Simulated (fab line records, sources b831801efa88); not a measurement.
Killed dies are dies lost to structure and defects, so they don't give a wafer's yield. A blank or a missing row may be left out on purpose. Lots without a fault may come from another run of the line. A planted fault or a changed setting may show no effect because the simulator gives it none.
One fault seen from 2 desks | flow sky130 | each desk has only its own numbers; what lay behind them comes last

THE TOOL OWNER'S DESK: implanter-01
The tool's own readings at SKY_LDD_N_IMPLANT_11: means of the sampled wafers that have a number, for each lot that ran on this tool. A lot is out of limits, marked OUT, if its mean lies more than 4 standard deviations from the usual mean; the brackets give that distance.
Columns: A = beam_energy_keV at SKY_LDD_N_IMPLANT_11, usual 20.000
lot  | first seen here | A
L499 | day 17 08:44    | 20.002
L502 | day 19 00:05    | 19.997
L504 | day 19 15:59    | 20.009
L509 | day 21 15:55    | 20.403 (+66) OUT
L511 | day 22 14:55    | 20.399 (+65) OUT
L518 | day 25 06:14    | 20.004
L521 | day 25 23:56    | 19.997
This desk's finding: out of limits on L509, L511; first on L509, day 21 15:55 (beam_energy_keV at SKY_LDD_N_IMPLANT_11). In limits: L499, L502, L504, L518, L521.

THE METROLOGY DESK
What the gauges read, lot by lot, whatever tool the lot ran on: means of the sampled wafers that have a number. A lot is out of limits, marked OUT, if its mean lies more than 4 standard deviations from the usual mean; the brackets give that distance.
Columns: A = SONOS_ONO_CVD_04_THK at SKY_SONOS_ONO_THK_MEAS_05, usual 5.71 nm; B = SONOS_ONO_OVL at SKY_SONOS_ONO_OVL_MEAS_14, usual -0.4 nm; C = GATE_OXIDE_OVL at SKY_GATE_OXIDE_OVL_MEAS_10, usual 0.5 nm
lot  | first seen here | A    | B    | C
L499 | day 11 09:25    | 5.80 | 0.7  | -0.7
L500 | day 12 11:37    | 5.64 | -0.4 | -0.7
L501 | day 12 11:37    | 5.70 | 0.2  | 3.2
L503 | day 12 17:35    | 5.69 | -0.9 | 1.1
L502 | day 12 17:36    | 5.64 | -1.6 | 0.1
L504 | day 13 06:35    | 5.59 | 0.2  | -0.9
L509 | day 14 23:16    | 5.81 | -0.8 | 3.1
L511 | day 15 22:28    | 5.78 | -0.6 | 0.8
L515 | day 17 03:36    | 5.76 | -2.0 | 1.4
L516 | day 17 07:52    | 5.62 | 0.7  | -1.8
L518 | day 18 10:26    | 5.63 | -0.8 | -0.4
L519 | day 18 23:14    | 5.82 | -1.2 | 0.8
L521 | day 19 09:42    | 5.62 | -0.7 | 0.3
L522 | day 19 11:02    | 5.75 | -0.1 | 2.8
This desk's finding: nothing out of limits on any of the 14 lots.

PUT TOGETHER
The tool owner's desk could have raised an alarm at day 21 15:55, on L509, L511.
The metrology desk saw nothing out of limits.
The metrology desk has L509, L511 on record, within its limits.
Of the lots named, all ran SKY_LDD_N_IMPLANT_11 on implanter-01.

WHAT THE SIMULATOR HAD PUT IN
Process parameter drift: implanter-01, from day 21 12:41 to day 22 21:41, at SKY_LDD_N_IMPLANT_11. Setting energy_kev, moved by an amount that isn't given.
Lots struck among those shown: L509, L511.
Hours from the fault's start to each desk's first reading out of limits: the tool owner's desk, 3.
